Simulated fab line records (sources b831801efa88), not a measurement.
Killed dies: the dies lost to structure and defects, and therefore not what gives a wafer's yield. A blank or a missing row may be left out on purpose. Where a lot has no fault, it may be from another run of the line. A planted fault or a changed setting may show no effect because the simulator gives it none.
A struck lot beside a sound one + flow sky130 + 16 out of 708 route steps
Sound: these wafers, L234.2, L234.3, L234.5. The struck wafers were L222.1, L222.2, L222.4. The cause comes at the end.
Per side, at each step with rows, come the tool, then ch with its chambers, and then its first start. Under that, the readings that differ: sound wafers + struck wafers + difference of the means + sigmas: that difference in standard deviations of wafers without a fault.
alike: readings whose means differ by less than 2 such deviations, and words and numbers that are the same on both sides. not compared: withheld readings, readings that some wafer has no value for, bounds like >300 that may hide the same value, and numbers for which the record gives no deviation and whose values overlap.
The two part at a step that has a row with sigmas, a row that says differs or no value, or rows on one side only. When numbers do not overlap yet have no deviation, they are printed without sigmas and do not part them. A reading that every wafer of one side lacks parts them only if that side has two wafers or more.

first, 8 steps without rows for these wafers: SKY_METAL1_DEHYDRATE_07 (time 60 s); SKY_METAL1_HMDS_08 (prime time 60 s); SKY_METAL1_COAT_09 (resist thk 60 nm); SKY_METAL1_COAT_10 (resist thk 450 nm); SKY_METAL1_SOFTBAKE_11 (time 90 s); SKY_METAL1_EXPOSE_12 (exposes mask MM1, target cd 140 nm); SKY_METAL1_PEB_13; SKY_METAL1_DEVELOP_14 (develop time 60 s).
SKY_METAL1_CD_MEAS_15 targets a cd of 140 nm.
  sound: cdSem-02 at day 38 08:26; struck: cdSem-01 at day 34 23:39
  alike: cdNm
SKY_METAL1_OVL_MEAS_16:
  sound: overlay-01 at day 38 08:32; struck: overlay-01 at day 34 23:46
  alike: METAL1_OVL
SKY_METAL1_DESCUM_17: chemistry O2, time 8 s.
  sound on rieMetal-03 ch 1, day 38 08:34; struck on rieMetal-01 ch 0,1, day 34 23:49
| reading                  | sound       | struck      | difference | sigmas |
|--------------------------|-------------|-------------|------------|--------|
| drypumpMotorCurrentA (A) | 6.4 6.4 6.4 | 4.9 5.4 5.3 | -1.2       | -2     |
  alike: oesProductAu
  not compared: rfHoursCounterH
SKY_METAL1_ETCH_18: etches BARC in N2/H2, stops on SiO2, time 45.9 s, target depth 60 nm.
  sound on rieMetal-03 ch 1, day 38 08:36; struck on rieMetal-01 ch 0,1, day 34 23:50
| reading                  | sound       | struck      | difference | sigmas |
|--------------------------|-------------|-------------|------------|--------|
| drypumpMotorCurrentA (A) | 6.4 6.5 6.5 | 4.9 5.3 5.3 | -1.3       | -2     |
  alike: biasW, chamberPressureMTorr, h2FlowSccm, oesProductAu, throttleValvePct
  not compared: rfHoursCounterH
SKY_METAL1_METAL_ETCH_19: etches the open film in Cl2/BCl3, stops on SiO2, target depth 360 nm, time 78 s.
  sound on rieMetal-03 ch 1, day 38 08:40; struck on rieMetal-01 ch 0,1, day 34 23:54
  no value came back on the struck wafers for any of 7 readings (bcl3FlowSccm (sccm), biasW (W) and others); on the sound wafers bcl3FlowSccm (sccm) reads 30.13 29.97 30.22
| reading                                      | sound           | struck          | difference | sigmas |
|----------------------------------------------|-----------------|-----------------|------------|--------|
| model.KrF-thick_of_METAL1_COAT_10.thkNm (nm) | 157.1 157.2 159 | 393 392.2 391.5 | +234       |        |
| model.SiO2_of_CONTACT_HDPCVD_02.thkNm (nm)   | 327 325.1 326.8 | 336.5 337 336.4 | +10.3      |        |
  not compared: rfHoursCounterH
SKY_METAL1_STRIP_20: strips in O2/N2.
  sound on plasmaAsher-04 ch 0,1, day 38 08:45; struck on plasmaAsher-02 ch 0,1, day 34 23:59
| reading                  | sound             | struck            | difference | sigmas |
|--------------------------|-------------------|-------------------|------------|--------|
| oesProductAu (a.u.)      | 0.343 0.335 0.344 | 0.450 0.447 0.439 | +0.105     | +22    |
| stripTimeToEndpointS (s) | 2.68 2.69 2.70    | 5.19 5.20 5.19    | +2.50      | +70    |
  alike: drypumpMotorCurrentA
  not compared: rfHoursCounterH
then, 1 step without rows for these wafers: SKY_METAL1_STRIP_21 (strips in post etch residue remover, time 1200 s).
-- the record jumps here: 13 days lie between the struck wafers' starts before and after (it left off in module METAL1 and takes up again in module PAD_OPEN, whose first step shown is number 708 of the route) --
SKY_PAD_OPEN_PROBE_99:
  sound: prober-02 at day 49 21:28; struck: prober-02 at day 47 13:40
| reading                 | sound          | struck         | difference | sigmas |
|-------------------------|----------------|----------------|------------|--------|
| defectLimitedYield (%)  | 86.4 83.5 84.6 | 0 0 0          | -85        | -45    |
| killed_at_M0_to_M3      | 32 43 34       | 455 441 433    | +407       | +59    |
| killedDies              | 67 81 76       | 492 492 492    | +417       | +44    |
| killedOnRim             | 18 22 16       | 96 96 96       | +77        | +21    |
| sort_bin_5_function (%) | 8.5 10.0 8.5   | 94.9 90.9 91.7 | +83.5      | +52    |
| sortNPass               | 425 411 416    | 0 0 0          | -417       | -44    |
| sortYieldPct (%)        | 86.4 83.5 84.6 | 0 0 0          | -85        | -45    |
  alike: killed_at_M4_up, killedAtContacts, killedAtFrontEnd, killedAtOther, killedOpen, killedShort, sort_bin_3_pad_short, sort_bin_6_memory

WHERE THEY PART
Last at SKY_PAD_OPEN_PROBE_99 as far as this record goes, first at SKY_METAL1_DESCUM_17.

WHY: what the simulator had put in
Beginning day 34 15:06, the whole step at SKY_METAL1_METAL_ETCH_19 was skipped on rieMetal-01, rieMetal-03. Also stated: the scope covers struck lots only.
